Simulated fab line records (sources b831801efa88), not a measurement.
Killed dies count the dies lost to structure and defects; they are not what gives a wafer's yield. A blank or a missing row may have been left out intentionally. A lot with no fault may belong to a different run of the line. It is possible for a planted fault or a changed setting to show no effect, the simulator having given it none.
Which tool was responsible? / flow sky130 / Sampling: 6 lots, 18 wafers, 3 of 708 route steps

WHAT THE GAUGES SHOWED, per wafer
SKY_VIA4_RS_MEAS_19: measurement is done with a four-point probe.
lot=L986; measured=day 44 05:08; on=filmMetro-01; VIA4_W_RS (ohm/sq)=0.2262 0.2282 0.2264
lot=L988; measured=day 44 10:38; on=filmMetro-02; VIA4_W_RS (ohm/sq)=0.2286 0.2289 0.2297
lot=L989; measured=day 44 22:31; on=filmMetro-04; VIA4_W_RS (ohm/sq)=0.2264 0.2284 0.2273
lot=L995; measured=day 46 07:28; on=filmMetro-01; VIA4_W_RS (ohm/sq)=0.2254 0.2253 0.2251
lot=L998; measured=day 46 22:55; on=filmMetro-02; VIA4_W_RS (ohm/sq)=0.2246 0.2248 0.2232
lot=L104; measured=day 48 08:11; on=filmMetro-04; VIA4_W_RS (ohm/sq)=0.2257 0.2306 0.2269

EACH LOT AND THE TOOL THAT RAN IT (in order: tool; ch and the chambers of the sampled wafers; start)
lot=L986; SKY_FIELD_ISO_STRIP_16=plasmaAsher-02 ch 0,1, day 2 20:14; SKY_VIA4_CVD_18=cvdW-01 ch 0,1, day 44 04:58
lot=L988; SKY_FIELD_ISO_STRIP_16=plasmaAsher-02 ch 0,1, day 3 09:24; SKY_VIA4_CVD_18=cvdW-01 ch 0,1, day 44 10:29
lot=L989; SKY_FIELD_ISO_STRIP_16=plasmaAsher-02 ch 0,1, day 3 18:54; SKY_VIA4_CVD_18=cvdW-02 ch 1, day 44 22:20
lot=L995; SKY_FIELD_ISO_STRIP_16=plasmaAsher-03 ch 0,1, day 4 19:42; SKY_VIA4_CVD_18=cvdW-02 ch 0,1, day 46 07:18
lot=L998; SKY_FIELD_ISO_STRIP_16=plasmaAsher-03 ch 0,1, day 5 11:09; SKY_VIA4_CVD_18=cvdW-02 ch 0, day 46 22:37
lot=L104; SKY_FIELD_ISO_STRIP_16=plasmaAsher-04 ch 0,1, day 6 18:44; SKY_VIA4_CVD_18=cvdW-02 ch 0,1, day 48 08:02
- SKY_FIELD_ISO_STRIP_16: strips in O2/N2.
- SKY_VIA4_CVD_18: deposits W, target thk 505 nm, time 152.14 s.

THE ANSWER, worked out from the rows above alone
Rule: the lots themselves supply what counts as usual. The widest of any qualifying gaps counts: lots, ordered by their means at a reading, are off when they make up no more than a third of the lots, leave a main group of 4 or more, and stand apart from it by 3 or more times the standard deviation of that group's means. The tables above print the reading to a certain number of digits; a main group whose means all agree to those digits is not used. A lot without any number at a reading at which 4 lots or more have one is off too. All remaining lots with rows at the step are treated as sound.
No lot is off at any reading shown: from this, nothing can be told.

WHAT HAD BEEN PUT IN BY THE SIMULATOR
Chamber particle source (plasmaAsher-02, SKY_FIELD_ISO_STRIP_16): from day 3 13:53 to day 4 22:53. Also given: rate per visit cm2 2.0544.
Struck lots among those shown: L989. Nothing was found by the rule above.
